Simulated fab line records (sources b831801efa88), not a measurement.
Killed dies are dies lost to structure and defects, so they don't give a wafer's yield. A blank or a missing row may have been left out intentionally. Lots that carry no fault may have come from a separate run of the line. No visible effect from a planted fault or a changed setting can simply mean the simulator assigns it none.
Which tool did it?	flow gf180mcu	Sampling: 6 lots, 18 wafers, 2 of 602 route steps

== WHAT EACH GAUGE READ, for each wafer ==
GF_M2_RS_MEAS_05: the measuring method here is four-point-probe.
lot	measured	on	M2_ALCU_RS (ohm/sq)
L738	day 19 06:05	film_metro-04	0.0690 0.0690 0.0687
L741	day 20 12:54	film_metro-03	0.0687 0.0684 0.0688
L745	day 22 11:58	film_metro-02	0.0689 0.0687 0.0683
L747	day 23 01:11	film_metro-03	0.0695 0.0692 0.0691
L749	day 23 09:06	film_metro-02	0.0696 0.0693 0.0692
L752	day 24 12:05	film_metro-03	0.0681 0.0685 0.0685

== TOOL THAT RAN EACH LOT (tool first, then ch and the chambers of the sampled wafers, then the start) ==
lot	GF_M2_SPUTTER_01
L738	pvd_sputter-03, day 19 05:55
L741	pvd_sputter-01, day 20 12:47
L745	pvd_sputter-04, day 22 11:50
L747	pvd_sputter-01, day 23 01:04
L749	pvd_sputter-01, day 23 08:59
L752	pvd_sputter-01, day 24 11:55
- GF_M2_SPUTTER_01: material TiN, target thk 30 nm, time 25 s.

== THE ANSWER, worked out from the rows above alone ==
Rule: the usual values come from the lots themselves. Put in order of their means at a reading, lots are off if they are a third of the lots or fewer, leave a main group of 4 or more, and stand apart from it by a gap of 3 or more times the standard deviation of the main group's means; of several such gaps the widest counts. If all means in a main group match to the digits the tables above print for the reading, that group is not used. Also off: a lot with no number at a reading for which 4 or more lots have one. All remaining lots with rows at the step are treated as sound.
Across all readings shown, no lot is off: no conclusion can be drawn from this.

== WHAT THE SIMULATOR PUT IN ==
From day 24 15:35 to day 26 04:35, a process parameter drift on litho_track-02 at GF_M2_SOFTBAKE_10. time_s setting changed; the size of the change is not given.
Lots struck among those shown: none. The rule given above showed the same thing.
